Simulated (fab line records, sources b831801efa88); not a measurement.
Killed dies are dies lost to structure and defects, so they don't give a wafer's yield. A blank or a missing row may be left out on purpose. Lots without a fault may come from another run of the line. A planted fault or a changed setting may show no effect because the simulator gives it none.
Which tool did it? | flow gf180mcu | 14 lots, 42 wafers sampled, at 5 steps of a route of 602

WHAT THE GAUGES READ, wafer by wafer
GF_M4_RS_MEAS_05: measures by four-point-probe. Usual: M4_ALCU_RS 0.0693 ohm/sq, standard deviation 0.0006.
lot  | measured     | on            | M4_ALCU_RS (ohm/sq)  | flag
L344 | day 22 23:03 | film_metro-02 | 0.0692 0.0690 0.0689 |
L345 | day 23 11:19 | film_metro-03 | 0.0694 0.0697 0.0690 |
L346 | day 23 17:30 | film_metro-03 | 0.0691 0.0693 0.0687 |
L348 | day 24 12:47 | film_metro-02 | 0.0696 0.0690 0.0687 |
L349 | day 24 18:37 | film_metro-02 | 0.0691 0.0686 0.0694 |
L350 | day 25 10:07 | film_metro-02 | 0.0692 0.0691 0.0689 |
L351 | day 25 17:41 | film_metro-01 | 0.0693 0.0689 0.0694 |
L352 | day 26 03:01 | film_metro-03 | 0.0697 0.0693 0.0695 |
L354 | day 26 16:40 | film_metro-02 | 0.0695 0.0696 0.0690 |
L355 | day 26 20:17 | film_metro-02 | 0.0696 0.0701 0.0695 |
L356 | day 27 05:46 | film_metro-03 | 0.0707 0.0702 0.0703 |
L364 | day 29 13:40 | film_metro-01 | 0.0706 0.0701 0.0706 |
L365 | day 29 18:25 | film_metro-01 | 0.0681 0.0686 0.0689 |
L366 | day 30 01:22 | film_metro-03 | 0.0693 0.0704 0.0701 |

GF_V4_BOW_MEAS_05. Usual: V4_BOW 134 um, standard deviation 10.
lot  | measured     | on            | V4_BOW (um) | flag
L344 | day 23 23:15 | film_metro-01 | 124 148 132 |
L345 | day 24 11:54 | film_metro-04 | 132 142 142 |
L346 | day 24 17:26 | film_metro-04 | 122 120 125 |
L348 | day 25 11:43 | film_metro-04 | 135 138 138 |
L349 | day 25 18:12 | film_metro-01 | 121 115 119 |
L350 | day 26 08:53 | film_metro-04 | 145 154 139 |
L351 | day 26 15:55 | film_metro-03 | 135 139 140 |
L352 | day 27 01:26 | film_metro-04 | 136 149 127 |
L354 | day 27 14:55 | film_metro-04 | 152 142 147 |
L355 | day 27 18:08 | film_metro-01 | 109 119 119 |
L356 | day 28 03:09 | film_metro-04 | 141 147 154 |
L364 | day 30 09:56 | film_metro-04 | 131 132 127 |
L365 | day 30 15:26 | film_metro-01 | 128 116 121 |
L366 | day 30 21:06 | film_metro-01 | 133 130 141 |

GF_MIM_RS_MEAS_10: measures by four-point-probe. Usual: MIM_ALCU_RS 0.1597 ohm/sq, standard deviation 0.0018.
lot  | measured     | on            | MIM_ALCU_RS (ohm/sq)                      | flag
L344 | day 24 23:20 | film_metro-01 | 0.1585 0.1607 0.1604                      |
L345 | day 25 11:14 | film_metro-02 | 0.1599 0.1587 0.1590                      |
L346 | day 25 17:25 | film_metro-04 | 0.1603 0.1606 0.1599                      |
L348 | day 26 11:10 | film_metro-02 | 0.1611 0.1614 0.1589                      |
L349 | day 26 17:25 | film_metro-04 | 0.1619 0.1615 0.1613                      |
L350 | day 27 07:08 | film_metro-01 | 0.1589 0.1583 0.1584                      |
L351 | day 27 15:02 | film_metro-02 | 0.1644 0.1639 0.1619                      |
L352 | day 27 23:04 | film_metro-02 | 0.1594 0.1560 0.1593                      |
L354 | day 28 13:07 | film_metro-01 | 0.1644 0.1644 0.1638                      |
L355 | day 28 16:01 | film_metro-01 | 0.1590 0.1604 0.1603                      |
L356 | day 29 00:19 | film_metro-04 | 0.1578 0.1610 0.1582                      |
L364 | day 31 05:26 | film_metro-04 | 0.1591 0.1592 0.1587                      |
L365 | day 31 11:39 | film_metro-02 | 0.2370 0.2407 0.2386 0.2377 0.2407 0.2382 | OFF
L366 | day 31 17:25 | film_metro-01 | 0.2384 0.2403 0.2379 0.2385 0.2404 0.2383 | OFF

WHICH TOOL RAN EACH LOT (tool, then ch and the chambers of the sampled wafers, then the start)
lot  | GF_V4_CVD_02                    | GF_MIM_SPUTTER_08
L344 | pecvd-03 ch 1,2, day 23 22:49   | pvd_sputter-02, day 24 23:17
L345 | pecvd-04 ch 0,2, day 24 11:27   | pvd_sputter-01, day 25 11:10
L346 | pecvd-01 ch 0,1, day 24 17:01   | pvd_sputter-03, day 25 17:22
L348 | pecvd-01 ch 0,1,2, day 25 11:17 | pvd_sputter-03, day 26 11:07
L349 | pecvd-01 ch 0,2, day 25 17:46   | pvd_sputter-03, day 26 17:22
L350 | pecvd-03 ch 1,2, day 26 08:28   | pvd_sputter-01, day 27 07:05
L351 | pecvd-03 ch 0,1,2, day 26 15:28 | pvd_sputter-03, day 27 14:58
L352 | pecvd-01 ch 0,1,2, day 27 00:58 | pvd_sputter-02, day 27 23:01
L354 | pecvd-01 ch 1,2, day 27 14:23   | pvd_sputter-01, day 28 13:02
L355 | pecvd-04 ch 0,1, day 27 17:40   | pvd_sputter-02, day 28 15:55
L356 | pecvd-03 ch 0,2, day 28 02:41   | pvd_sputter-02, day 29 00:13
L364 | pecvd-01 ch 0,1,2, day 30 09:31 | pvd_sputter-01, day 31 05:22
L365 | pecvd-01 ch 0,2, day 30 14:24   | pvd_sputter-02, day 31 11:34
L366 | pecvd-03 ch 0,2, day 30 20:32   | pvd_sputter-02, day 31 17:20
- GF_V4_CVD_02: deposits SiO2 from TEOS, target thk 850 nm, time 94.851 s.
- GF_MIM_SPUTTER_08: material AlCu, target thk 200 nm, time 10.6 s.

WHAT THE TOOLS THEMSELVES READ (means of the sampled wafers that have a number; where no wafer has one, the mark that the record gives instead)
GF_V4_CVD_02. Usual: heater_power_w 621 W, standard deviation 62.
lot  | tool     | heater_power_w (W) | flag
L344 | pecvd-03 | 593                |
L345 | pecvd-04 | 742                |
L346 | pecvd-01 | 632                |
L348 | pecvd-01 | 597                |
L349 | pecvd-01 | 582                |
L350 | pecvd-03 | 602                |
L351 | pecvd-03 | 588                |
L352 | pecvd-01 | 586                |
L354 | pecvd-01 | 622                |
L355 | pecvd-04 | 564                |
L356 | pecvd-03 | 653                |
L364 | pecvd-01 | 560                |
L365 | pecvd-01 | 566                |
L366 | pecvd-03 | 654                |

GF_MIM_SPUTTER_08. Usual: throttle_valve_pct 30.6 %, standard deviation 1.1.
lot  | tool           | throttle_valve_pct (%) | flag
L344 | pvd_sputter-02 | 30.7                   |
L345 | pvd_sputter-01 | 30.9                   |
L346 | pvd_sputter-03 | 30.9                   |
L348 | pvd_sputter-03 | 30.5                   |
L349 | pvd_sputter-03 | 30.0                   |
L350 | pvd_sputter-01 | 30.7                   |
L351 | pvd_sputter-03 | 30.6                   |
L352 | pvd_sputter-02 | 31.0                   |
L354 | pvd_sputter-01 | 30.8                   |
L355 | pvd_sputter-02 | 31.5                   |
L356 | pvd_sputter-02 | 30.7                   |
L364 | pvd_sputter-01 | 30.8                   |
L365 | pvd_sputter-02 | 29.7                   |
L366 | pvd_sputter-02 | 31.7                   |

THE ANSWER, worked out from the rows above alone
Rule: a lot is off if the mean of its wafers that have a number lies more than 3 standard deviations from the usual mean. A lot without any number at a reading at which 4 lots or more have one is off too. The other lots that the step has rows for count as sound. The gauges are gone through in route order, then the tools' own readings, and for those a lot's mean is taken as printed above. The first step at which some lot is off is used, and at that step the reading that is off furthest; a lot without a number counts as furthest.
Off: L365, L366, at GF_MIM_RS_MEAS_10 (MIM_ALCU_RS).
A tool fits if, at a process step before that reading, it ran every lot that is off, and no sound lot after the first of them. The gauges at GF_MIM_RS_MEAS_10 are tried like those tools. One fits: pvd_sputter-02 at GF_MIM_SPUTTER_08. Its last sound lot is L356 (day 29 00:13), its first lot that is off L365 (day 31 11:34): a fault that began between those two fits.

WHAT THE SIMULATOR HAD PUT IN
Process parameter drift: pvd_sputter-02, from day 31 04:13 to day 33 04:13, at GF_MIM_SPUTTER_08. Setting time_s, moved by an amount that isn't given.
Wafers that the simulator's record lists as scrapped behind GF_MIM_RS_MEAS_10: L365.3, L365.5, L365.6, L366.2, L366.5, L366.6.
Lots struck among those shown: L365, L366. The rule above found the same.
